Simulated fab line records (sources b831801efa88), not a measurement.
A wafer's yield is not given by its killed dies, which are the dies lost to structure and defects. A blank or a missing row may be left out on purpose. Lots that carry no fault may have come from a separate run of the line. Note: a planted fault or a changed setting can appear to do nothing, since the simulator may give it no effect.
A lot that was struck, set against a sound lot :: flow gf180mcu :: 16 steps out of a route of 602
Sound: the wafers L635.2, L635.5, L635.6. Wafers L639.1, L639.4, L639.6 were the ones struck. The cause is given at the end.
At each step with rows: each side's tool, then ch and its chambers, then its first start. Under that, the readings that differ: sound wafers :: struck wafers :: difference of the means :: sigmas: that difference in standard deviations of wafers without a fault.
alike: readings whose means differ by less than 2 such deviations, and words and numbers that are the same on both sides. not compared: withheld readings, readings that some wafer has no value for, bounds like >300 that may hide the same value, and numbers for which the record gives no deviation and whose values overlap.
The two part at a step that has a row with sigmas, a row that says differs or no value, or rows on one side only. Numbers that have no deviation but don't overlap get no sigmas and don't part them. A reading that every wafer of one side lacks parts them only if that side has two wafers or more.

first, 3 steps without rows for these wafers: GF_M5_EXPOSE_04 (exposes mask Metal5, target cd 280 nm); GF_M5_PEB_05 (peb time 90 s); GF_M5_DEVELOP_06 (develop time 60 s).
GF_M5_CD_MEAS_07: target cd 280 nm.
  struck on cd sem-01, day 29 03:33; sound on cd sem-02, day 27 23:13
  alike: cd nm
GF_M5_OVL_MEAS_08:
  struck on overlay-01, day 29 03:40; sound on overlay-01, day 27 23:19
  alike: M5_OVL
GF_M5_ETCH_09: etches Si3N4 in CF4/O2, target depth 52 nm, time 11.6 s.
  sound on rie diel-02 ch 0,1,3, day 27 23:21; struck on rie diel-03 ch 2,3, day 29 03:42
  alike: drypump motor current A, oes product au, throttle valve pct
  not compared: rf hours counter h
GF_M5_METAL_ETCH_10: etches the open film in Cl2/BCl3, stops on SiO2, target depth 750.8 nm, time 125.1 s.
  sound on rie metal-01 ch 1, day 27 23:25; struck on rie metal-01 ch 0,1, day 29 03:44
  alike: drypump motor current A, oes product au, throttle valve pct
  not compared: rf hours counter h
GF_M5_STRIP_11: strips in O2/N2.
  sound on plasma asher-03 ch 0,1, day 27 23:38; struck on plasma asher-03 ch 0,1, day 29 03:51
  alike: drypump motor current A, heater power w, o2 flow sccm, oes product au, strip time to endpoint s
  not compared: rf hours counter h
then, 3 steps without rows for these wafers: GF_M5_STRIP_12 (strips in post etch residue remover, time 1200 s); GF_M5_CLEAN_13 (cleans in DIW); GF_V5_CVD_00 (deposits SiO2, target thk 300 nm, time 50 s).
GF_V5_THK_MEAS_01:
  struck on film metro-03, day 29 04:26; sound on film metro-01, day 28 00:13
  alike: V5_CVD_00_THK
GF_V5_CVD_02: deposits SiO2 from TEOS, target thk 1450 nm, time 163.28 s.
  sound on pecvd-04 ch 0,1,2, day 28 00:16; struck on pecvd-04 ch 0,1,2, day 29 04:29
reading: model.SiO2_of_V5_CVD_02.thk nm (nm)
sound: 1438 1471 1467
struck: 1919 1924 1951
difference: +473
sigmas: 
  alike: heater power w
GF_V5_THK_MEAS_03:
  struck on film metro-02, day 29 04:36; sound on film metro-02, day 28 00:23
reading: V5_CVD_02_THK (nm)
sound: 1437 1472 1467
struck: 1919 1924 1950
difference: +472
sigmas: +28
GF_V5_CMP_04: polishes SiO2.
  sound on cmp-01 ch 0,1,2, day 28 00:35; struck on cmp-01 ch 0,3, day 29 04:40
  alike: motor current A
GF_PASSIVATION_PROBE_99:
  the record has rows for the sound wafers here (prober-02, day 30 14:20) and none for the struck ones

## WHERE THEY PART
First at GF_V5_THK_MEAS_03; last, within this record, at GF_PASSIVATION_PROBE_99.

WHY: the cause the simulator had injected
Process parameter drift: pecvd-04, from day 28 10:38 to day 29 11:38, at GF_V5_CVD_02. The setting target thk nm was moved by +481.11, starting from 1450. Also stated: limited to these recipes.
